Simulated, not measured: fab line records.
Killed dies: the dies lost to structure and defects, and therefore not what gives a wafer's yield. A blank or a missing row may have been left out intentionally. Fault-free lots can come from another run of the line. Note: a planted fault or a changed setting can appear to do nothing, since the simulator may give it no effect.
Split-lot trial -- flow sfq-line -- 23 wafers read across 5 lots, on a route 325 steps long

THE SPLIT ITSELF
At SFQ_TRILAYER_M3_DEP_SPUTTER_073 (material Nb, target thk 200 nm, time 133.3 s), the setting power-w was moved away from the recipe's 2000 W on 9 of the 23 wafers read, by -9.7% to -8.1%. This setting was run at the recipe's value on the other wafers.

FROM THE SPLIT TO THE READING: what the file shows between them, 1 step
- SFQ_M3_RS_MEAS_919: measures by four-point-probe

THE READING
oes-product-au, in a.u., at SFQ_TRILAYER_M3_ETCH_METAL_ETCH_078 (etches Nb in Cl2/Ar, stops on SiO2, target depth 240 nm, time 120 s). Typical for fault-free wafers on this fab line: 0.895 a.u., with standard deviation 0.0069 a.u.

wafer,"tool, chamber at the split","power-w as run, W",against the recipe,"oes-product-au, a.u.",against lot-mates on the recipe
L075.1,"pvd-sputter-06, -",2000,recipe,0.891,-
L075.5,"pvd-sputter-06, -",2000,recipe,0.877,-
L075.6,"pvd-sputter-06, -",2000,recipe,0.888,-
L080.1,"pvd-sputter-06, -",1830,-8.5%,0.859,-0.042
L080.2,"pvd-sputter-06, -",2000,recipe,0.903,-
L080.3,"pvd-sputter-06, -",2000,recipe,0.898,-
L080.4,"pvd-sputter-06, -",1830,-8.5%,0.851,-0.050
L080.5,"pvd-sputter-06, -",1830,-8.5%,0.847,-0.054
L081.2,"pvd-sputter-05, -",1807,-9.7%,0.853,-0.047
L081.3,"pvd-sputter-05, -",2000,recipe,0.900,-
L081.4,"pvd-sputter-05, -",1807,-9.7%,0.841,-0.059
L081.5,"pvd-sputter-05, -",1807,-9.7%,0.851,-0.049
L081.6,"pvd-sputter-05, -",2000,recipe,0.900,-
L083.2,"pvd-sputter-04, -",1839,-8.1%,0.854,-0.033
L083.3,"pvd-sputter-04, -",2000,recipe,0.889,-
L083.4,"pvd-sputter-04, -",1839,-8.1%,0.861,-0.026
L083.5,"pvd-sputter-04, -",2000,recipe,0.884,-
L083.6,"pvd-sputter-04, -",1839,-8.1%,0.847,-0.040
L085.1,"pvd-sputter-05, -",2000,recipe,0.892,-
L085.2,"pvd-sputter-05, -",2000,recipe,0.901,-
L085.4,"pvd-sputter-05, -",2000,recipe,0.891,-
L085.5,"pvd-sputter-05, -",2000,recipe,0.894,-
L085.6,"pvd-sputter-05, -",2000,recipe,0.905,-

FIT RESULTS
A straight line over all 23 wafers: oes-product-au changes by +0.00482 a.u. for each +1% of power-w; r = +0.95; the points scatter about the line by 0.0071 a.u.
The same after taking each lot's own level away (the mean of its wafers on the recipe; 23 wafers): +0.0051 a.u. for each +1%; r = +0.96; scatter 0.0063 a.u.
The reading moves by 0.049 a.u. for the largest change in power-w, on that fit.
The lots' own levels span 0.8853 to 0.9005 a.u., that is 2.2 times the standard deviation above.
So the lot-to-lot level changes the slope little: the two slopes agree.
Check: for one of the wafers moved furthest among these (-9.7%), held out of the fit, the line's prediction against its lot-mates is -0.0494 a.u. Against them it came out at -0.047 a.u.

FURTHER SPLITS ON THESE WAFERS
These wafers also went through other splits before the reading. Each is held against what the fit with the lots' levels taken away leaves over:
other split on the same wafers,wafers away from the commonest value,r with oes-product-au (lot level and that fit taken away)
SFQ_TRILAYER_M2_LITHO_EXPOSE_058 dose-mj,9,+0.32
SFQ_TRILAYER_I2_VIA_LITHO_COAT_072 resist-thk-nm,7,+0.33

THE WHOLE CHAIN: every reading that the file lists as answering this split, in the file's order
step,what it does,reading,change (the file's fit),r (the file's)
SFQ_TRILAYER_M3_DEP_SPUTTER_073,"material Nb, target thk 200 nm, time 133.3 s","Nb_of_TRILAYER_M3_DEP_SPUTTER_073.thk-nm (the simulator's own value, which no gauge read)",+2.06 nm for each +1% of the setting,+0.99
SFQ_M3_RS_MEAS_919,measures by four-point-probe,M3_NB_RS,-0.0101 for each +1% of the setting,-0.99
SFQ_TRILAYER_M3_ETCH_METAL_ETCH_078,"etches Nb in Cl2/Ar, stops on SiO2, target depth 240 nm, time 120 s",oes-product-au,+0.00506 a.u. for each +1% of the setting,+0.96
SFQ_TRILAYER_I3_VIA_ETCH_VIA_ETCH_088,"etches SiO2 in CHF3, stops on Nb, target depth 260 nm","Nb_of_TRILAYER_M3_DEP_SPUTTER_073.thk-nm (the simulator's own value, which no gauge read)",+2.05 nm for each +1% of the setting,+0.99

THE FILE'S OWN FIT
oes-product-au changes by +0.00506 a.u. for each +1% of power-w, r = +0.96.
